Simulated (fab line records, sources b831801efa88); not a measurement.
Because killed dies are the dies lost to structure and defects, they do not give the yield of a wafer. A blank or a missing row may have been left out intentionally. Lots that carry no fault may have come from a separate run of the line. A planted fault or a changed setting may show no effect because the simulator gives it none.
Tool commonality check | flow gf180mcu | 12 lots and 36 wafers in the sample

== REASON FOR OPENING ==
Flagged at GF_V3_CD_MEAS_14: reading cdNm, on 2 of 12 lots. Fault-free wafers read 259.8 nm, with a standard deviation of 1.4.
Rule: flag the lot when none of its wafers has a number, or when each of its wafers that has one lies beyond 4 standard deviations from that mean. The rest of the lots are taken to be sound.

lot  | measured     | on       | cdNm (nm), wafer by wafer | flag
L769 | day 22 09:37 | cdSem-02 | 261.8 261.8 262.7         | 
L771 | day 23 19:11 | cdSem-02 | 260.0 259.3 261.0         | 
L776 | day 25 05:43 | cdSem-02 | 260.9 259.5 258.4         | 
L777 | day 25 20:12 | cdSem-02 | 273.9 272.9 272.9         | FLAGGED
L781 | day 26 10:37 | cdSem-02 | 269.2 268.8 268.7         | FLAGGED
L782 | day 27 04:51 | cdSem-01 | 260.2 259.9 259.2         | 
L783 | day 27 06:14 | cdSem-01 | 260.5 259.9 260.6         | 
L784 | day 27 16:43 | cdSem-01 | 261.7 262.2 260.3         | 
L785 | day 27 19:14 | cdSem-01 | 258.7 258.5 258.8         | 
L786 | day 27 22:22 | cdSem-01 | 260.9 259.9 259.4         | 
L789 | day 28 13:31 | cdSem-01 | 257.9 257.4 257.7         | 
L788 | day 28 18:26 | cdSem-02 | 257.9 257.3 256.7         | 
On average the flagged lots' numbers are 271.1 nm, which is +11.3 nm against the usual, or +8 standard deviations.

== TOOL THAT RAN EACH LOT ==
2 process steps preceding the reading are held in the record, out of 602 steps in the route. Cell contents, in order: the tool; ch with the chambers the sampled wafers went through; the start.
lot  | flag    | GF_V3_CVD_02                    | GF_V3_EXPOSE_11
L769 |         | pecvd-03 ch 1,2, day 21 10:02   | krfScanner-01 ch 0, day 21 22:16
L771 |         | pecvd-03 ch 0,1, day 22 19:46   | krfScanner-02 ch 0, day 23 07:18
L776 |         | pecvd-03 ch 0,2, day 24 06:58   | krfScanner-02 ch 0, day 24 19:31
L777 | FLAGGED | pecvd-03 ch 0,2, day 24 21:58   | krfScanner-02 ch 0, day 25 09:26
L781 | FLAGGED | pecvd-04 ch 0,2, day 25 13:46   | krfScanner-02 ch 0, day 26 00:41
L782 |         | pecvd-01 ch 0,1,2, day 26 08:17 | krfScanner-01 ch 0, day 26 19:04
L783 |         | pecvd-01 ch 0,1,2, day 26 09:22 | krfScanner-01 ch 0, day 26 20:11
L784 |         | pecvd-03 ch 0,1,2, day 26 20:37 | krfScanner-01 ch 0, day 27 07:07
L785 |         | pecvd-04 ch 0,1,2, day 26 22:40 | krfScanner-01 ch 0, day 27 09:36
L786 |         | pecvd-03 ch 1,2, day 27 01:35   | krfScanner-01 ch 0, day 27 12:49
L789 |         | pecvd-04 ch 1,2, day 27 17:59   | krfScanner-01 ch 0, day 28 04:23
L788 |         | pecvd-04 ch 0,1,2, day 27 22:56 | krfScanner-01 ch 0, day 28 09:26
These steps, and what they do:
- GF_V3_CVD_02: deposits SiO2 from TEOS, target thk 850 nm, time 94.851 s.
- GF_V3_EXPOSE_11: exposes mask Via3, target cd 260 nm.
- GF_V3_CD_MEAS_14: target cd 260 nm.

== FLAGGED OVER TOTAL, TOOL BY TOOL (the gauges that took the reading come last) ==
step             | tool          | lots run | flagged | share of the flagged lots | sound lots run after its first flagged lot
GF_V3_CVD_02     | pecvd-01      | 2        | 0       | none                      | -
GF_V3_CVD_02     | pecvd-03      | 6        | 1       | some                      | 2 (L784,L786)
GF_V3_CVD_02     | pecvd-04      | 4        | 1       | some                      | 3 (L785,L789,L788)
GF_V3_EXPOSE_11  | krfScanner-01 | 8        | 0       | none                      | -
GF_V3_EXPOSE_11  | krfScanner-02 | 4        | 2       | all                       | 0
GF_V3_CD_MEAS_14 | cdSem-01      | 6        | 0       | none                      | -
GF_V3_CD_MEAS_14 | cdSem-02      | 6        | 2       | all                       | 1 (L788)

== THE TABLE: WHAT IT ALLOWS ==
Rows of the table that ran all the flagged lots, 2 in number: krfScanner-02 at GF_V3_EXPOSE_11; cdSem-02 at GF_V3_CD_MEAS_14.
- krfScanner-02 at GF_V3_EXPOSE_11: 2 of its 4 lots flagged. It ran its last sound lot, L776, at day 24 19:31 and its first flagged lot, L777, at day 25 09:26: a fault with its onset between the two fits. Its own readings (exposureDoseMJCm2) fall more than 4 standard deviations out on all wafers of the flagged lots.
- cdSem-02 at GF_V3_CD_MEAS_14: 2 of its 6 lots flagged. Sound lots ran on it after the first flagged one (L788), which a lasting fault on the whole tool wouldn't allow.
Left over: one tool, krfScanner-02 at GF_V3_EXPOSE_11.

== WHAT THE SIMULATOR PUT IN ==
Process parameter drift: krfScanner-02, from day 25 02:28 on, at GF_V3_EXPOSE_11. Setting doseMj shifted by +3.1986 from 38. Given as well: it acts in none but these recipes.
Lots struck among those shown: L777, L781. This agrees with what the rule above found.
